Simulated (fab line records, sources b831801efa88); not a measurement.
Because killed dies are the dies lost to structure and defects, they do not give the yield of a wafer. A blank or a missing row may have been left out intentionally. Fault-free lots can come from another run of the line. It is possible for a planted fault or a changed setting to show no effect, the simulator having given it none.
Problem report in the 8D (eight disciplines) form, filled by code -- flow sky130 -- the parts of the form that need people (team, actions taken, sign-off) are left out

== 1. THE PROBLEM ==
METAL5_ALCU_RS at SKY_METAL5_RS_MEAS_05 reads a mean of 0.02416 ohm/sq on 3 wafers of 2 lots; wafers without a fault read 0.02707 ohm/sq with a standard deviation of 0.00028. Measured from the usual mean, that is -10 standard deviations.
The step: measures by four-point-probe.
First observed at day 47 10:41: wafer L135.3, on filmMetro-01. The record has a number at this step for 27 wafers belonging to 9 lots. The rule behind "out" and "out of limits": a value lying over 4 standard deviations away from the usual mean. Any other wafer with a number is counted as sound.

== 2. WHAT IT IS; WHAT IT IS NOT ==
question,is,is not
which readings at this step,METAL5_ALCU_RS,-
which lots,"L135, L138","L120, L121, L123, L128, L139, L140, L142"
which wafers of those lots,"L135.3, L135.4, L138.3","L135.1, L138.1, L138.6"
read on which gauges,"filmMetro-01, filmMetro-03",filmMetro-02
when,from day 47 10:41,"up to then (13 sound wafers); but 11 sound wafers of L138, L139, L140, L142 came after"

== 3. WHAT RULES OUT EACH SUSPECT ==
Counting: any tool at a process step up to the reading remains a suspect provided it ran every lot that is out. Sound lots after the first of them don't rule it out here, since some wafers of a struck lot are sound.
- the gauge at SKY_METAL5_RS_MEAS_05 has been ruled out. Those wafers that are out were read across 2 gauges (filmMetro-01, filmMetro-03).
- pvdSputter-01 at SKY_METAL5_SPUTTER_02 (material AlCu, target thk 1150 nm, time 61.2 s): kept. It ran every lot that is out, first L135 (day 47 10:34); its last sound lot up to then is L128 (day 45 07:32).
Remaining after the count: pvdSputter-01 at SKY_METAL5_SPUTTER_02.

== 4. THE CAUSE (what the simulator had put in) ==
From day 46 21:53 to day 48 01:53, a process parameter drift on pvdSputter-01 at SKY_METAL5_SPUTTER_02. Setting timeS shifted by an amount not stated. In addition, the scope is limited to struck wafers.
Only this tool survived the counting.

== 5. THE CHAIN OF EFFECTS, in route order ==
One row per reading whose mean, taken over the struck wafers that have a number, lies over 3 standard deviations from the usual. Only readings whose record carries a usual standard deviation are examined. hours: median over the lots of the time between each lot's start at the first step of this table that gives one and its start at this step. sigmas: the change, counted in usual standard deviations.
hours,step,reading,usual,on struck wafers,change,sigmas
0,SKY_METAL5_RS_MEAS_05,METAL5_ALCU_RS,0.02707 ohm/sq,0.02416,-0.00291,-10
0,SKY_METAL5_THK_MEAS_06,METAL5_ALCU_THK,1128 nm,1262,+134,+10
19,SKY_METAL5_METAL_ETCH_15,oesProductAu,0.894 a.u.,0.939,+0.045,+9.2
Process steps it contains:
- SKY_METAL5_METAL_ETCH_15: etches the open film in Cl2/BCl3, stops on SiO2, target depth 1260 nm, time 252 s.

== 6. HOW IT WOULD HAVE BEEN CAUGHT EARLIER ==
The first out-of-limits reading at a measuring or inspecting step in this record came at day 47 10:41, 13 hours after the fault's start at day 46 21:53.
Of the tool readings at SKY_METAL5_SPUTTER_02 for which the record gives a usual standard deviation, none was out on any struck wafer, so an alarm limit of 4 standard deviations on them would not have fired.
Lots out: 2; of these, L138 started SKY_METAL5_SPUTTER_02 on pvdSputter-01 after day 47 10:41. Had the tool been put on hold then, it would have been spared.
